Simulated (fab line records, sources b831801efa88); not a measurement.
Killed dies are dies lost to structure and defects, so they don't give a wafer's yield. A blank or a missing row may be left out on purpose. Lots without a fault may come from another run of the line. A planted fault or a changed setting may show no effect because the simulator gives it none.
Tool commonality check | flow gf180mcu | 13 lots, 45 wafers sampled

WHY IT WAS OPENED
At GF_NWELL_TW_MEAS_11 the reading NWELL_TW is flagged on 2 of 13 lots. Wafers without a fault read 1588, standard deviation 12.
Rule: a lot is flagged when every wafer of it that has a number lies more than 4 standard deviations from that mean, or none has a number. The other lots count as sound.

lot  | measured    | on            | NWELL_TW, wafer by wafer      | flag
L201 | day 3 13:32 | film_metro-03 | 1586 1578 1590                |
L202 | day 3 20:50 | film_metro-01 | 1573 1569 1562                |
L203 | day 4 00:43 | film_metro-04 | 1609 1606 1596                |
L204 | day 4 06:02 | film_metro-04 | 1598 1595 1591                |
L205 | day 4 13:13 | film_metro-01 | 1582 1582 1585                |
L206 | day 4 18:44 | film_metro-04 | 1601 1594 1605                |
L207 | day 4 23:08 | film_metro-04 | 1601 1606 1594                |
L208 | day 5 03:52 | film_metro-04 | 1602 1601 1601                |
L213 | day 6 10:26 | film_metro-03 | 1582 1588 1578                |
L215 | day 6 18:20 | film_metro-04 | 1854 1855 1854 1866 1854 1852 | FLAGGED
L219 | day 7 15:44 | film_metro-04 | 1841 1835 1849 1838 1837 1845 | FLAGGED
L220 | day 7 20:41 | film_metro-04 | 1585 1587 1581                |
L222 | day 8 07:14 | film_metro-03 | 1580 1587 1576                |
The numbers of the flagged lots are 1848 on average: +260 against the usual, or +22 standard deviations.

WHICH TOOL RAN EACH LOT
The record holds 1 process step before the reading, out of a route of 602 steps. In each cell: the tool, then ch and the chambers that the sampled wafers went through, then the start.
lot  | flag    | GF_NWELL_IMPLANT_08
L201 |         | implanter-03 ch 0, day 3 13:09
L202 |         | implanter-04 ch 0, day 3 20:26
L203 |         | implanter-03 ch 0, day 4 00:19
L204 |         | implanter-04 ch 0, day 4 05:39
L205 |         | implanter-04 ch 0, day 4 12:49
L206 |         | implanter-02 ch 0, day 4 18:20
L207 |         | implanter-04 ch 0, day 4 22:46
L208 |         | implanter-04 ch 0, day 5 03:28
L213 |         | implanter-03 ch 0, day 6 10:02
L215 | FLAGGED | implanter-03 ch 0, day 6 17:58
L219 | FLAGGED | implanter-03 ch 0, day 7 15:22
L220 |         | implanter-04 ch 0, day 7 20:18
L222 |         | implanter-04 ch 0, day 8 06:52
What these steps do:
- GF_NWELL_IMPLANT_08
- GF_NWELL_TW_MEAS_11

FLAGGED OVER TOTAL, TOOL BY TOOL (the gauges that took the reading come last)
step                | tool          | lots run | flagged | share of the flagged lots | sound lots run after its first flagged lot
GF_NWELL_IMPLANT_08 | implanter-02  | 1        | 0       | none                      | -
GF_NWELL_IMPLANT_08 | implanter-03  | 5        | 2       | all                       | 0
GF_NWELL_IMPLANT_08 | implanter-04  | 7        | 0       | none                      | -
GF_NWELL_TW_MEAS_11 | film_metro-01 | 2        | 0       | none                      | -
GF_NWELL_TW_MEAS_11 | film_metro-03 | 3        | 0       | none                      | -
GF_NWELL_TW_MEAS_11 | film_metro-04 | 8        | 2       | all                       | 1 (L220)

WHAT THE TABLE ALLOWS
2 rows of the table ran every flagged lot: implanter-03 at GF_NWELL_IMPLANT_08, film_metro-04 at GF_NWELL_TW_MEAS_11.
- implanter-03 at GF_NWELL_IMPLANT_08: 2 of its 5 lots flagged. Its last sound lot is L213 (day 6 10:02), its first flagged lot L215 (day 6 17:58): a fault that began between those two fits. Its own readings lie more than 4 standard deviations out on every wafer of the flagged lots: dose_ions_cm2, faraday_current_uA.
- film_metro-04 at GF_NWELL_TW_MEAS_11: 2 of its 8 lots flagged. Sound lots ran on it after the first flagged one (L220), which a lasting fault on the whole tool wouldn't allow.
One tool is left: implanter-03 at GF_NWELL_IMPLANT_08.

WHAT THE SIMULATOR HAD PUT IN
Process parameter drift: implanter-03, from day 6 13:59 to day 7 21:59, at GF_NWELL_IMPLANT_08. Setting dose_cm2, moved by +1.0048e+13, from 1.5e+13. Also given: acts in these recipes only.
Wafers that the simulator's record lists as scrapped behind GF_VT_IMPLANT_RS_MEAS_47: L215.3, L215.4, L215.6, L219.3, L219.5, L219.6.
Lots struck among those shown: L215, L219. The rule above found the same.
